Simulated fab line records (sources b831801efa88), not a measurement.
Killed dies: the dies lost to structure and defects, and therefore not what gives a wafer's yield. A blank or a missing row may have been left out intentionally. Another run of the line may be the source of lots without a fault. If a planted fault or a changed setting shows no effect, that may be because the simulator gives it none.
Matching of chambers	flow gf180mcu	GF_STI_ETCH_14 on rie-si-02 has 4 sister chambers
The step etches Si in HBr/Cl2/O2, target depth 360 nm, time 102.9 s. 4 wafers are shown with their chamber, then 7 later ones without.

WAFERS, EACH WITH ITS CHAMBER
wafer	chamber	drypump-motor-current-A (A)
L762.4	2	4.8
L764.1	3	6.0
L767.1	0	5.9
L767.2	1	5.8

WAFERS WITHOUT THEIR CHAMBER
wafer	drypump-motor-current-A (A)
L767.3	6.1
L774.1	6.0
L774.3	5.8
L774.5	6.0
L780.3	6.0
L780.4	4.8
L780.5	6.0

THE CHAMBER EACH PASSED THROUGH
wafer	from the rows above	in truth
L767.3	3	3
L774.1	3	3
L774.3	1	1
L774.5	3	3
L780.3	3	3
L780.4	2	2
L780.5	3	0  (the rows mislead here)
6 of 7 placed correctly. Number that these rows cannot place: 0. Number placed wrongly: 1.
How it was worked out, from the rows above alone: a wafer's distance from a chamber is the root of the sum, over the readings, of the square of ((its reading less the chamber's mean) divided by the reading's scatter). If the next closest chamber is less than 2 further off than the closest, the wafer can't be placed; otherwise it belongs to the closest. For every chamber, the mean is computed from those of its wafers that are shown. The scatter (one wafer shown for each chamber): square how far every hidden wafer sits from the nearest shown wafer, average those squares and take the square root.
